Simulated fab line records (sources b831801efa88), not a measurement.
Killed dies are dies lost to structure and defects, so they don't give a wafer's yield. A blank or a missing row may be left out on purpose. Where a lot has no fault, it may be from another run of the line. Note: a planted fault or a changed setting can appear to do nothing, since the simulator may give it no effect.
fab line records	flow sky130
record: lots: 13	wafers: 39	last_day: 50
route steps=708 shown VIA1@461 METAL2@484
lots with no fault: from the same line, run without faults
start_h: the number of hours between the record's first day and the start of the first shown wafer of the lot	wait_h: time in hours since the lot's previous step	" unchanged from the row above	L1.1+2: several wafers, shown together as one row	- value missing, or start not given	* or withheld: withheld	< > ~ a bound
route shown NAME@n: NAME is a module with steps in the file, n the number in the route of the first one	usual: average and standard deviation across the fault-free wafers	same: alike in all rows	chamber/n: place in a boat	sites: the reading at each site	_std_site: the values' standard deviation	_edge_site: mean of outer sites minus mean of inner sites	radius_mm: how far each site lies from the wafer's centre	mask NAME#n: copy n	behind: the last tool/chamber to shape the wafer	hold: what put the lot on hold/how long, in hours/how the hold closed	device: the n, p or np transistor that did not switch	end of line: tests run on the same wafers once the route is complete	a step given without rows: its recipe and nothing more	killed: dies lost to structure and defects at the first sort, not the wafer's yield	map: a wafer's dies, x killed, . not, _ none there
set.NAME: setting as actually run; set.NAME@STEP: the setting as run at that earlier step	model.NAME: the simulator's own value behind a step, which no gauge read
one table for each step of the route and one row for each wafer, over a sample of lots
services: from which hour (start_h, from the record's first day; less than 0 if before it) a tool's chamber was out of use, for how many hours, and why
== steps ==
step: SKY_VIA1_BOW_MEAS_03
recipe: mode: bow
usual: VIA1_BOW: 81/7.9
lot.wafer	tool	chamber	start_h	wait_h	VIA1_BOW[um]
L812.3	film_metro-01	-	772.48	0.3	75
L812.4	"	-	"	"	66
L812.6	"	-	"	"	85
L813.1	film_metro-04	-	772.72	0.1	87
L813.3	"	-	"	"	83
L813.5	"	-	"	"	80
L814.4	film_metro-04	-	782.28	0.3	76
L814.5	"	-	"	"	78
L814.6	"	-	"	"	63
L815.1	film_metro-01	-	785.38	0.2	81
L815.2	"	-	"	"	88
L815.4	"	-	"	"	87
L818.1	film_metro-04	-	836.38	0.2	79
L818.3	"	-	"	"	80
L818.4	"	-	"	"	85
L824.2	film_metro-02	-	865.70	0.2	78
L824.3	"	-	"	"	85
L824.6	"	-	"	"	80
L827.1	film_metro-02	-	886.09	0.2	92
L827.2	"	-	"	"	76
L827.4	"	-	"	"	85
L825.1	film_metro-04	-	889.23	0.1	73
L825.3	"	-	"	"	78
L825.6	"	-	"	"	69
L828.3	film_metro-01	-	890.17	0.3	72
L828.5	"	-	"	"	79
L828.6	"	-	"	"	80
L830.1	film_metro-01	-	910.44	0.2	89
L830.2	"	-	"	"	95
L830.5	"	-	"	"	71
L831.3	film_metro-04	-	916.94	0.1	80
L831.5	"	-	"	"	69
L831.6	"	-	"	"	83
L835.2	film_metro-04	-	938.69	0.2	78
L835.3	"	-	"	"	73
L835.5	"	-	"	"	79
L834.2	film_metro-04	-	940.58	0.2	76
L834.4	"	-	"	"	74
L834.5	"	-	"	"	61
step: SKY_METAL2_SPUTTER_01
recipe: material: TiN	target_thk_nm: 20	power_w: 6500	time_s: 16.7	chamber_pressure_pa: 0.4
usual: throttle_valve_pct: 30.2/0.93
lot.wafer	tool	chamber	start_h	wait_h	throttle_valve_pct
L812.3	pvd_sputter-04	-	800.95	0.0	30.4
L812.4	"	-	"	"	28.4
L812.6	"	-	"	"	30.2
L813.1	pvd_sputter-01	-	801.41	0.0	30.8
L813.3	"	-	"	"	31.3
L813.5	"	-	"	"	29.4
L814.4	pvd_sputter-04	-	834.39	0.0	29.8
L814.5	"	-	"	"	30.2
L814.6	"	-	"	"	29.7
L815.1	pvd_sputter-04	-	835.35	0.0	28.6
L815.2	"	-	"	"	30.3
L815.4	"	-	"	"	29.8
L818.1	pvd_sputter-04	-	856.49	0.0	30.3
L818.3	"	-	"	"	31.4
L818.4	"	-	"	"	28.6
L824.2	pvd_sputter-04	-	891.54	0.0	30.1
L824.3	"	-	"	"	28.5
L824.6	"	-	"	"	31.4
L827.1	pvd_sputter-01	-	912.99	0.0	30.6
L827.2	"	-	"	"	29.5
L827.4	"	-	"	"	31.6
L825.1	pvd_sputter-04	-	917.22	0.0	30.1
L825.3	"	-	"	"	30.1
L825.6	"	-	"	"	30.2
L828.3	pvd_sputter-01	-	917.28	0.0	30.4
L828.5	"	-	"	"	29.5
L828.6	"	-	"	"	30.3
L830.1	pvd_sputter-01	-	937.90	0.0	30.5
L830.2	"	-	"	"	29.4
L830.5	"	-	"	"	31.2
L831.3	pvd_sputter-01	-	943.78	0.0	29.5
L831.5	"	-	"	"	31.4
L831.6	"	-	"	"	30.8
L835.2	pvd_sputter-02	-	964.04	0.0	30.6
L835.3	"	-	"	"	28.4
L835.5	"	-	"	"	28.7
L834.2	pvd_sputter-04	-	967.64	0.0	30.2
L834.4	"	-	"	"	31.6
L834.5	"	-	"	"	29.9
step: SKY_METAL2_SPUTTER_02
recipe: material: AlCu	target_thk_nm: 250	power_w: 10600	time_s: 13.3	chamber_pressure_pa: 0.4
usual: throttle_valve_pct: 30.2/0.93
lot.wafer	tool	chamber	start_h	wait_h	throttle_valve_pct
L812.3	pvd_sputter-04	-	800.97	0.0	30.1
L812.4	"	-	"	"	28.6
L812.6	"	-	"	"	30.3
L813.1	pvd_sputter-01	-	801.44	0.0	30.5
L813.3	"	-	"	"	31.5
L813.5	"	-	"	"	29.3
L814.4	pvd_sputter-04	-	834.41	0.0	30.0
L814.5	"	-	"	"	30.3
L814.6	"	-	"	"	29.8
L815.1	pvd_sputter-04	-	835.38	0.0	28.7
L815.2	"	-	"	"	30.1
L815.4	"	-	"	"	30.0
L818.1	pvd_sputter-04	-	856.52	0.0	30.5
L818.3	"	-	"	"	31.3
L818.4	"	-	"	"	28.6
L824.2	pvd_sputter-04	-	891.57	0.0	30.5
L824.3	"	-	"	"	28.6
L824.6	"	-	"	"	31.6
L827.1	pvd_sputter-01	-	913.02	0.0	30.5
L827.2	"	-	"	"	29.3
L827.4	"	-	"	"	31.5
L825.1	pvd_sputter-04	-	917.25	0.0	30.2
L825.3	"	-	"	"	30.2
L825.6	"	-	"	"	29.9
L828.3	pvd_sputter-01	-	917.30	0.0	30.2
L828.5	"	-	"	"	29.5
L828.6	"	-	"	"	30.5
L830.1	pvd_sputter-01	-	937.93	0.0	30.3
L830.2	"	-	"	"	29.2
L830.5	"	-	"	"	31.4
L831.3	pvd_sputter-01	-	943.81	0.0	29.3
L831.5	"	-	"	"	31.4
L831.6	"	-	"	"	30.4
L835.2	pvd_sputter-02	-	964.07	0.0	30.5
L835.3	"	-	"	"	28.5
L835.5	"	-	"	"	28.4
L834.2	pvd_sputter-04	-	967.67	0.0	30.2
L834.4	"	-	"	"	31.2
L834.5	"	-	"	"	30.1
step: SKY_METAL2_RS_MEAS_05
recipe: thk_meas_gauge: four-point-probe	reads: TiN_of_METAL2_SPUTTER_04+Ti_of_METAL2_SPUTTER_03+AlCu_of_METAL2_SPUTTER_02+TiN_of_METAL2_SPUTTER_01+Ti_of_METAL2_SPUTTER_00
usual: METAL2_ALCU_RS: 0.1263/0.0016
lot.wafer	tool	chamber	start_h	wait_h	METAL2_ALCU_RS[ohm/sq]
L812.3	film_metro-04	-	801.11	0.1	0.1272
L812.4	"	-	"	"	0.1270
L812.6	"	-	"	"	0.1268
L813.1	film_metro-03	-	801.53	0.0	0.1250
L813.3	"	-	"	"	0.1273
L813.5	"	-	"	"	0.1266
L814.4	film_metro-01	-	834.57	0.1	0.1275
L814.5	"	-	"	"	0.1285
L814.6	"	-	"	"	0.1284
L815.1	film_metro-03	-	835.49	0.0	0.1295
L815.2	"	-	"	"	0.1276
L815.4	"	-	"	"	0.1285
L818.1	film_metro-03	-	856.61	0.0	0.1272
L818.3	"	-	"	"	0.1263
L818.4	"	-	"	"	0.1299
L824.2	film_metro-03	-	891.68	0.0	0.0963
L824.3	"	-	"	"	0.1279
L824.6	"	-	"	"	0.1259
L827.1	film_metro-03	-	913.11	0.0	0.1245
L827.2	"	-	"	"	0.1260
L827.4	"	-	"	"	0.1271
L825.1	film_metro-04	-	917.34	0.0	0.1258
L825.3	"	-	"	"	0.0963
L825.6	"	-	"	"	0.1258
L828.3	film_metro-03	-	917.44	0.1	0.1232
L828.5	"	-	"	"	0.1229
L828.6	"	-	"	"	0.1230
L830.1	film_metro-03	-	938.02	0.0	0.1253
L830.2	"	-	"	"	0.1234
L830.5	"	-	"	"	0.1271
L831.3	film_metro-03	-	943.94	0.1	0.1264
L831.5	"	-	"	"	0.1279
L831.6	"	-	"	"	0.1267
L835.2	film_metro-04	-	964.18	0.0	0.1284
L835.3	"	-	"	"	0.1296
L835.5	"	-	"	"	0.1290
L834.2	film_metro-03	-	967.78	0.0	0.1242
L834.4	"	-	"	"	0.1246
L834.5	"	-	"	"	0.1273
step: SKY_METAL2_THK_MEAS_06
recipe: thk_meas_gauge: xrf	reads: AlCu_of_METAL2_SPUTTER_02
usual: METAL2_ALCU_THK: 251/3.3
lot.wafer	tool	chamber	start_h	wait_h	METAL2_ALCU_THK[nm]
L812.3	film_metro-04	-	801.21	0.1	252
L812.4	"	-	"	"	250
L812.6	"	-	"	"	252
L813.1	film_metro-03	-	801.65	0.1	252
L813.3	"	-	"	"	250
L813.5	"	-	"	"	249
L814.4	film_metro-01	-	834.66	0.1	245
L814.5	"	-	"	"	244
L814.6	"	-	"	"	245
L815.1	film_metro-03	-	835.61	0.1	244
L815.2	"	-	"	"	249
L815.4	"	-	"	"	244
L818.1	film_metro-03	-	856.73	0.1	248
L818.3	"	-	"	"	252
L818.4	"	-	"	"	246
L824.2	film_metro-03	-	891.79	0.1	324
L824.3	"	-	"	"	249
L824.6	"	-	"	"	252
L827.1	film_metro-03	-	913.23	0.1	252
L827.2	"	-	"	"	251
L827.4	"	-	"	"	246
L825.1	film_metro-04	-	917.46	0.1	254
L825.3	"	-	"	"	329
L825.6	"	-	"	"	254
L828.3	film_metro-03	-	917.54	0.1	255
L828.5	"	-	"	"	256
L828.6	"	-	"	"	256
L830.1	film_metro-03	-	938.14	0.1	252
L830.2	"	-	"	"	257
L830.5	"	-	"	"	251
L831.3	film_metro-03	-	944.04	0.1	250
L831.5	"	-	"	"	246
L831.6	"	-	"	"	248
L835.2	film_metro-04	-	964.29	0.1	249
L835.3	"	-	"	"	245
L835.5	"	-	"	"	245
L834.2	film_metro-03	-	967.89	0.1	252
L834.4	"	-	"	"	254
L834.5	"	-	"	"	248
step: SKY_METAL2_CD_MEAS_15
recipe: target_cd_nm: 140
usual: cd_nm: 140.1/1.5
lot.wafer	tool	chamber	start_h	wait_h	cd_nm
L812.3	cd_sem-01	-	837.74	-	141.0
L812.4	"	-	"	"	141.2
L812.6	"	-	"	"	140.8
L813.1	cd_sem-01	-	838.06	-	138.3
L813.3	"	-	"	"	139.1
L813.5	"	-	"	"	139.7
L814.4	cd_sem-01	-	848.15	-	137.6
L814.5	"	-	"	"	138.9
L814.6	"	-	"	"	139.5
L815.1	cd_sem-01	-	851.42	-	138.6
L815.2	"	-	"	"	139.0
L815.4	"	-	"	"	138.4
L818.1	cd_sem-02	-	880.93	-	139.3
L818.3	"	-	"	"	139.0
L818.4	"	-	"	"	138.7
L824.2	cd_sem-01	-	916.61	-	142.4
L824.3	"	-	"	"	142.7
L824.6	"	-	"	"	143.4
L827.1	cd_sem-02	-	937.84	-	140.0
L827.2	"	-	"	"	140.7
L827.4	"	-	"	"	139.7
L825.1	cd_sem-01	-	942.44	-	140.1
L825.3	"	-	"	"	141.0
L825.6	"	-	"	"	140.3
L828.3	cd_sem-02	-	942.58	-	142.3
L828.5	"	-	"	"	139.2
L828.6	"	-	"	"	141.0
L830.1	cd_sem-01	-	962.08	-	141.1
L830.2	"	-	"	"	139.5
L830.5	"	-	"	"	138.5
L831.3	cd_sem-01	-	968.53	-	141.3
L831.5	"	-	"	"	142.6
L831.6	"	-	"	"	141.2
L835.2	cd_sem-01	-	988.51	-	139.5
L835.3	"	-	"	"	140.1
L835.5	"	-	"	"	140.8
L834.2	cd_sem-01	-	992.56	-	139.7
L834.4	"	-	"	"	140.0
L834.5	"	-	"	"	141.0
step: SKY_METAL2_METAL_ETCH_19
recipe: target_depth_a: 3600	stop_on: SiO2	over_etch_frac: 0.3	time_s: 78	chemistry: Cl2/BCl3	resist_sidewall_deg: 88	pressure_mtorr: 10	icp_w: 900	bias_w: 48.5	Cl2_flow_sccm: 60	bcl3_flow_sccm: 30
usual: bias_w: 48.50/0.16	drypump_motor_current_A: 5.4/0.32	oes_product_au: 0.855/0.0065	throttle_valve_pct: 22.264/0.009
lot.wafer	tool	chamber	start_h	wait_h	bias_w	drypump_motor_current_A	oes_product_au	rf_hours_counter_h	throttle_valve_pct
L812.3	rie_metal-02	0	838.10	0.1	48.43	5.1	0.856	-	22.256
L812.4	"	0	"	"	48.34	5.2	0.847	-	22.276
L812.6	"	0	"	"	48.66	5.1	0.859	-	22.256
L813.1	rie_metal-01	0	838.31	0.0	48.44	6.0	0.864	15	22.287
L813.3	"	0	"	"	48.35	6.0	0.852	-	22.261
L813.5	"	1	"	"	48.36	5.4	0.863	-	22.251
L814.4	rie_metal-01	1	848.52	0.1	48.45	5.3	0.853	-	22.258
L814.5	"	1	"	"	48.34	5.4	0.850	-	22.260
L814.6	"	1	"	"	48.47	5.4	0.851	-	22.260
L815.1	rie_metal-04	0	851.68	0.0	48.27	5.9	0.856	13	22.266
L815.2	"	1	"	"	48.31	4.9	0.861	10	22.239
L815.4	"	0	"	"	48.31	5.9	0.843	-	22.263
L818.1	rie_metal-01	1	881.18	0.0	48.49	5.4	0.850	2	22.257
L818.3	"	0	"	"	48.50	6.0	0.858	-	22.280
L818.4	"	1	"	"	48.30	5.4	0.853	-	22.277
L824.2	rie_metal-02	1	916.84	0.0	48.46	5.2	0.906	3	22.254
L824.3	"	0	"	"	48.62	5.2	0.858	-	22.260
L824.6	"	0	"	"	48.60	5.2	0.858	-	22.260
L827.1	rie_metal-04	1	938.09	0.0	48.45	5.0	0.868	14	22.261
L827.2	"	0	"	"	48.39	5.8	0.853	16	22.279
L827.4	"	1	"	"	48.41	4.9	0.851	-	22.276
L825.1	rie_metal-01	1	942.79	0.1	48.74	5.4	0.861	5	22.262
L825.3	"	1	"	"	48.82	5.4	0.908	-	22.266
L825.6	"	1	"	"	48.71	5.4	0.856	-	22.262
L828.3	rie_metal-02	1	942.82	0.1	48.68	5.3	0.841	-	22.276
L828.5	"	1	"	"	48.77	5.2	0.853	-	22.261
L828.6	"	0	"	"	48.37	5.2	0.848	-	22.257
L830.1	rie_metal-02	0	962.33	0.0	48.44	5.2	0.859	8	22.269
L830.2	"	1	"	"	48.64	5.2	0.854	5	22.263
L830.5	"	0	"	"	48.37	5.2	0.855	-	22.252
L831.3	rie_metal-04	1	968.77	0.1	48.59	4.9	0.858	-	22.263
L831.5	"	1	"	"	48.37	4.9	0.862	-	22.255
L831.6	"	0	"	"	48.76	5.8	0.855	-	22.272
L835.2	rie_metal-01	1	988.74	0.0	48.36	5.4	0.853	8	22.255
L835.3	"	1	"	"	48.34	5.4	0.853	-	22.269
L835.5	"	1	"	"	48.23	5.4	0.853	-	22.263
L834.2	rie_metal-01	1	992.79	0.0	48.55	5.4	0.864	9	22.246
L834.4	"	1	"	"	48.46	5.4	0.863	-	22.254
L834.5	"	0	"	"	48.42	6.0	0.857	-	22.267
== services ==
tool	chamber	start_h	hours	kind
rie_metal-04	1	780.08	1.9	repair
rie_metal-01	1	820.40	-	clean
rie_metal-01	1	820.40	17.4	scheduled_down
rie_metal-01	1	820.40	17.4	vent_cycle
pvd_sputter-04	-	826.58	7.5	repair
pvd_sputter-01	0	839.57	-	consumable_replace:kit
pvd_sputter-01	0	839.57	18.0	scheduled_down
pvd_sputter-01	0	839.57	18.0	vent_cycle
rie_metal-01	-	839.89	2.8	pm
rie_metal-04	-	844.55	2.8	pm
pvd_sputter-02	-	845.09	110.0	repair
rie_metal-01	0	845.45	16.1	repair
pvd_sputter-04	1	865.39	-	consumable_replace:kit
pvd_sputter-04	1	865.39	18.0	scheduled_down
pvd_sputter-04	1	865.39	18.0	vent_cycle
rie_metal-04	0	892.59	2.8	repair
pvd_sputter-01	3	944.23	-	consumable_replace:kit
pvd_sputter-01	3	944.23	18.0	scheduled_down
pvd_sputter-01	3	944.23	18.0	vent_cycle
pvd_sputter-04	0	947.51	-	consumable_replace:kit
pvd_sputter-04	0	947.51	18.0	scheduled_down
pvd_sputter-04	0	947.51	18.0	vent_cycle
rie_metal-04	-	980.03	15.6	pm
rie_metal-01	-	981.74	4.0	pm
== key ==
first_sign: step: SKY_METAL2_RS_MEAS_05	reading: METAL2_ALCU_RS	direction: down	sigmas: 19	usual: 0.1263	struck: 0.0963
effect: step: SKY_METAL2_THK_MEAS_06	reading: METAL2_ALCU_THK	direction: up	sigmas: 23	usual: 251	struck: 326
effect: step: SKY_METAL2_METAL_ETCH_19	reading: oes_product_au	direction: up	sigmas: 8	usual: 0.855	struck: 0.907
met_at SKY_METAL2_SPUTTER_02
struck_lots L824,L825
struck_wafers L824.2,L825.3
sort_left_out L824.2,L825.3
not_acting_at SKY_VIA1_BOW_MEAS_03,SKY_METAL2_SPUTTER_01,SKY_METAL2_CD_MEAS_15
onset_between 856.52 891.57
fault: kind: process_parameter_drift	tool: pvd_sputter-04	chamber: -	onset_h: 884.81	steps: SKY_METAL2_SPUTTER_02	channel: target_thk_nm	offset: 76.052	shape: step	end_h: 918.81	acts_in: these_recipes_only	stated: 250	scope: struck_wafers_only
sort_left_out: the simulated sort isn't trusted on such a fault, so these wafers' sort isn't shown, and their yield isn't known
